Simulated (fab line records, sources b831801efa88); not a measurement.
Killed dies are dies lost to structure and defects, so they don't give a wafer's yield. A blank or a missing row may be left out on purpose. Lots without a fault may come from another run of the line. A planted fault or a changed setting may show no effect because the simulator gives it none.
Which tool did it? | flow sky130 | 15 lots, 45 wafers sampled, at 7 steps of a route of 708

WHAT THE GAUGES READ, wafer by wafer
SKY_FIELD_ISO_THK_MEAS_23.
lot  | measured    | on            | FIELD_ISO_OXIDATION_01_THK (nm)
L687 | day 2 14:32 | film_metro-01 | 9.92 10.12 10.04
L688 | day 2 17:25 | film_metro-01 | 9.83 9.90 9.95
L689 | day 2 21:44 | film_metro-02 | 9.83 9.79 9.86
L690 | day 3 02:22 | film_metro-01 | 9.96 9.92 10.00
L692 | day 3 13:15 | film_metro-03 | 10.12 10.15 10.11
L693 | day 3 20:32 | film_metro-03 | 10.35 10.30 10.51
L695 | day 4 08:32 | film_metro-03 | 9.99 10.02 9.96
L696 | day 4 11:52 | film_metro-02 | 9.96 10.02 9.90
L699 | day 5 03:01 | film_metro-01 | 10.06 10.19 9.88
L702 | day 5 18:37 | film_metro-02 | 10.08 10.25 10.13
L703 | day 5 23:20 | film_metro-03 | 10.21 10.12 10.30
L704 | day 6 05:44 | film_metro-01 | 9.58 9.54 9.65
L705 | day 6 10:54 | film_metro-01 | 10.22 10.09 10.16
L708 | day 7 00:19 | film_metro-03 | 9.79 9.96 9.83
L709 | day 7 04:32 | film_metro-01 | 10.18 10.04 10.07

SKY_VT_ADJUST_LVTN_TW_MEAS_10.
lot  | measured     | on            | VT_ADJUST_LVTN_TW
L687 | day 7 04:21  | film_metro-04 | 236 236 236
L688 | day 7 09:19  | film_metro-04 | 235 235 235
L689 | day 7 14:29  | film_metro-04 | 237 236 236
L690 | day 7 22:08  | film_metro-04 | 236 236 235
L692 | day 8 09:40  | film_metro-02 | 243 242 242
L693 | day 8 19:13  | film_metro-02 | 242 241 241
L695 | day 9 11:36  | film_metro-04 | 238 236 237
L696 | day 9 13:28  | film_metro-02 | 241 240 240
L699 | day 10 10:53 | film_metro-04 | 238 238 238
L702 | day 11 03:32 | film_metro-04 | 237 236 237
L703 | day 11 10:30 | film_metro-04 | 237 237 237
L704 | day 11 17:08 | film_metro-02 | 243 242 242
L705 | day 12 00:19 | film_metro-04 | 238 237 237
L708 | day 12 18:26 | film_metro-04 | 237 237 237
L709 | day 12 22:36 | film_metro-04 | 237 236 237

SKY_LDD_P_CD_MEAS_07: target cd 380 nm.
lot  | measured     | on        | cd_nm (nm)
L687 | day 19 10:40 | cd_sem-01 | 380.3 380.9 379.1
L688 | day 19 14:15 | cd_sem-01 | 380.3 380.2 379.2
L689 | day 19 22:09 | cd_sem-01 | 378.1 379.1 379.1
L690 | day 20 06:44 | cd_sem-01 | 376.3 377.4 376.1
L692 | day 21 09:43 | cd_sem-01 | 383.1 382.5 384.0
L693 | day 21 17:01 | cd_sem-02 | 375.7 378.4 380.3
L695 | day 22 10:54 | cd_sem-02 | 379.0 376.6 378.0
L696 | day 22 14:03 | cd_sem-02 | 379.7 380.2 379.3
L699 | day 23 23:57 | cd_sem-02 | 377.5 379.5 379.2
L702 | day 24 18:39 | cd_sem-01 | - - -
L703 | day 25 03:10 | cd_sem-02 | - - -
L704 | day 25 11:09 | cd_sem-02 | - - -
L705 | day 25 17:14 | cd_sem-02 | 379.7 377.9 378.9
L708 | day 26 14:11 | cd_sem-02 | 384.0 384.8 385.9
L709 | day 26 22:07 | cd_sem-02 | 383.4 384.2 380.5

SKY_LDD_HVN_TW_MEAS_10.
lot  | measured     | on            | LDD_HVN_TW
L687 | day 20 17:02 | film_metro-04 | 1427 1421 1430
L688 | day 20 21:10 | film_metro-02 | 1434 1437 1436
L689 | day 21 05:08 | film_metro-01 | 1444 1441 1441
L690 | day 21 13:25 | film_metro-04 | 1414 1417 1422
L692 | day 22 16:12 | film_metro-04 | 1423 1423 1421
L693 | day 22 23:39 | film_metro-01 | 1428 1433 1427
L695 | day 23 16:49 | film_metro-02 | 1419 1421 1418
L696 | day 23 20:31 | film_metro-04 | 1424 1415 1414
L699 | day 25 05:22 | film_metro-01 | 1436 1434 1433
L702 | day 26 00:10 | film_metro-02 | 1480 1483 1479
L703 | day 26 08:39 | film_metro-01 | 1465 1463 1458
L704 | day 26 16:25 | film_metro-04 | 1450 1463 1463
L705 | day 26 22:14 | film_metro-02 | 1440 1453 1440
L708 | day 27 19:35 | film_metro-01 | 1439 1437 1428
L709 | day 28 02:50 | film_metro-02 | 1428 1431 1426

SKY_LDD_HVP_TW_MEAS_10.
lot  | measured     | on            | LDD_HVP_TW
L687 | day 21 23:43 | film_metro-03 | 457 458 459
L688 | day 22 04:14 | film_metro-03 | 460 458 459
L689 | day 22 11:29 | film_metro-02 | 458 457 458
L690 | day 22 19:25 | film_metro-03 | 459 461 461
L692 | day 23 21:54 | film_metro-02 | 455 450 451
L693 | day 24 06:00 | film_metro-02 | 456 456 457
L695 | day 24 22:32 | film_metro-04 | 453 449 448
L696 | day 25 02:28 | film_metro-03 | 460 456 458
L699 | day 26 10:29 | film_metro-03 | 456 457 459
L702 | day 27 04:28 | film_metro-04 | 690 694 693
L703 | day 27 13:24 | film_metro-02 | 692 695 692
L704 | day 27 21:05 | film_metro-04 | 693 695 698
L705 | day 28 02:29 | film_metro-04 | 453 451 454
L708 | day 28 23:44 | film_metro-04 | 451 452 451
L709 | day 29 06:54 | film_metro-04 | 453 452 451

WHICH TOOL RAN EACH LOT (tool, then ch and the chambers of the sampled wafers, then the start)
lot  | SKY_FIELD_ISO_ETCH_14             | SKY_LDD_P_COAT_02
L687 | rie_diel-02 ch 2,3, day 2 11:53   | litho_track-02 ch 0, day 18 18:35
L688 | rie_diel-02 ch 1,2,3, day 2 15:40 | litho_track-01 ch 0, day 18 23:08
L689 | rie_diel-01 ch 0,1, day 2 20:02   | litho_track-01 ch 0, day 19 06:56
L690 | rie_diel-01 ch 0,1,3, day 3 00:40 | litho_track-01 ch 0, day 19 15:05
L692 | rie_diel-01 ch 2,3, day 3 11:29   | litho_track-02 ch 0, day 20 17:56
L693 | rie_diel-04 ch 1,2,3, day 3 17:59 | litho_track-04 ch 0, day 21 00:47
L695 | rie_diel-04 ch 0,1,3, day 4 03:50 | litho_track-02 ch 0, day 21 20:12
L696 | rie_diel-04 ch 0,1,3, day 4 10:08 | litho_track-01 ch 0, day 21 22:59
L699 | rie_diel-04 ch 1,2,3, day 5 00:14 | litho_track-01 ch 0, day 23 09:02
L702 | rie_diel-01 ch 0,3, day 5 16:40   | litho_track-04, day 24 03:27
L703 | rie_diel-02 ch 0,1,3, day 5 21:37 | litho_track-01, day 24 12:40
L704 | rie_diel-01 ch 1,2,3, day 6 03:47 | litho_track-01, day 24 20:08
L705 | rie_diel-04 ch 0,1,3, day 6 08:31 | litho_track-01 ch 0, day 25 02:29
L708 | rie_diel-02 ch 1,3, day 6 21:47   | litho_track-04 ch 0, day 26 00:12
L709 | rie_diel-01 ch 0,2,3, day 7 02:47 | litho_track-04 ch 0, day 26 08:02
- SKY_FIELD_ISO_ETCH_14: etches BARC in N2/H2, stops on SiO2, time 45.9 s, target depth 60 nm.
- SKY_LDD_P_COAT_02: resist thk 1140 nm.

WHAT THE TOOLS THEMSELVES READ (means of the sampled wafers that have a number; where no wafer has one, the mark that the record gives instead)
SKY_FIELD_ISO_ETCH_14.
lot  | tool        | drypump_motor_current_A (A) | oes_product_au (a.u.) | throttle_valve_pct (%)
L687 | rie_diel-02 | 6.2                         | 0.854                 | 13.227
L688 | rie_diel-02 | 6.0                         | 0.852                 | 13.227
L689 | rie_diel-01 | 5.9                         | 0.858                 | 13.227
L690 | rie_diel-01 | 5.8                         | 0.853                 | 13.227
L692 | rie_diel-01 | 5.8                         | 0.857                 | 13.217
L693 | rie_diel-04 | 5.4                         | 0.854                 | 13.222
L695 | rie_diel-04 | 5.5                         | 0.855                 | 13.228
L696 | rie_diel-04 | 5.5                         | 0.858                 | 13.224
L699 | rie_diel-04 | 5.4                         | 0.859                 | 13.228
L702 | rie_diel-01 | 5.8                         | 0.857                 | 13.225
L703 | rie_diel-02 | 5.7                         | 0.850                 | 13.226
L704 | rie_diel-01 | 5.9                         | 0.855                 | 13.219
L705 | rie_diel-04 | 5.5                         | 0.853                 | 13.228
L708 | rie_diel-02 | 5.7                         | 0.857                 | 13.229
L709 | rie_diel-01 | 5.8                         | 0.854                 | 13.225

SKY_LDD_P_COAT_02.
lot  | tool           | chill_plate_temp_C (C) | dispense_pressure_kPa (kPa)
L687 | litho_track-02 | 23.07                  | 49
L688 | litho_track-01 | 23.04                  | 57
L689 | litho_track-01 | 22.99                  | 57
L690 | litho_track-01 | 22.98                  | 57
L692 | litho_track-02 | 23.00                  | 49
L693 | litho_track-04 | 22.88                  | 46
L695 | litho_track-02 | 23.11                  | 49
L696 | litho_track-01 | 23.14                  | 57
L699 | litho_track-01 | 22.97                  | 57
L702 | litho_track-04 | -                      | -
L703 | litho_track-01 | -                      | -
L704 | litho_track-01 | -                      | -
L705 | litho_track-01 | 23.02                  | 57
L708 | litho_track-04 | 23.00                  | 46
L709 | litho_track-04 | 23.08                  | 46

THE ANSWER, worked out from the rows above alone
Rule: what is usual is taken from the lots themselves. Put in order of their means at a reading, lots are off if they are a third of the lots or fewer, leave a main group of 4 or more, and stand apart from it by a gap of 3 or more times the standard deviation of the main group's means; of several such gaps the widest counts. A main group whose means are all the same, to the digits that the tables above print for the reading, isn't used. A lot without any number at a reading at which 4 lots or more have one is off too. The other lots that the step has rows for count as sound. The gauges are gone through in route order, then the tools' own readings, and for those a lot's mean is taken as printed above. The first step at which some lot is off is used, and at that step the reading that is off furthest; a lot without a number counts as furthest.
Off: L702, L703, L704, at SKY_LDD_P_CD_MEAS_07 (cd_nm). Without a number there: L702, L703, L704. The main group: mean 380.0 nm, standard deviation 2.3.
A tool fits if, at a process step before that reading, it ran every lot that is off, and no sound lot after the first of them. The gauges at SKY_LDD_P_CD_MEAS_07 aren't tried: what is off there is off at SKY_LDD_HVP_TW_MEAS_10 too, on other tools, and a gauge's error can't cause that. None of those tried fits.

WHAT THE SIMULATOR HAD PUT IN
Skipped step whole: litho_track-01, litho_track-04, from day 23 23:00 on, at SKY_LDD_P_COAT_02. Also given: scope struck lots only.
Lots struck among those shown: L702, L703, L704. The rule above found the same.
